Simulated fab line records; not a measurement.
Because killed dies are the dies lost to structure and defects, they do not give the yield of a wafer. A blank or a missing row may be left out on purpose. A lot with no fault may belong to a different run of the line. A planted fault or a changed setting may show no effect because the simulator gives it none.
Matching of chambers | flow sky130 | SKY_CONTACT_CMP_04 on cmp-01 has 4 sister chambers
The step polishes SiO2. 4 wafers are shown with their chamber, then 7 later ones without.

== WAFERS, EACH WITH ITS CHAMBER ==
wafer  | chamber | motor current A (A)
L637.5 | 2       | 12.6
L637.6 | 1       | 11.3
L640.1 | 0       | 12.6
L640.2 | 3       | 9.4

== WAFERS WITHOUT THEIR CHAMBER ==
wafer  | motor current A (A)
L640.4 | 11.3
L642.2 | 13.0
L642.3 | 11.1
L642.5 | 11.5
L645.2 | 11.1
L645.3 | 13.3
L645.4 | 11.7

== EACH ONE'S CHAMBER ==
wafer  | from the rows above          | in truth
L640.4 | 1                            | 1
L642.2 | can't be placed: 0 or 2      | 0
L642.3 | 1                            | 1
L642.5 | 1                            | 1
L645.2 | 1                            | 1
L645.3 | can't be placed: 0 or 2      | 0
L645.4 | can't be placed: 1 or 0 or 2 | 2
4 of 7 placed correctly. Unplaceable from these rows: 3, with the true chamber sitting among the candidates in 3. Number placed wrongly: 0.
How it was worked out, from the rows above alone: a wafer's distance from a chamber is the root of the sum, over the readings, of the square of ((its reading less the chamber's mean) divided by the reading's scatter). If the next closest chamber is less than 2 further off than the closest, the wafer can't be placed; otherwise it belongs to the closest. For every chamber, the mean is computed from those of its wafers that are shown. The scatter (one wafer shown for each chamber): square how far every hidden wafer sits from the nearest shown wafer, average those squares and take the square root.
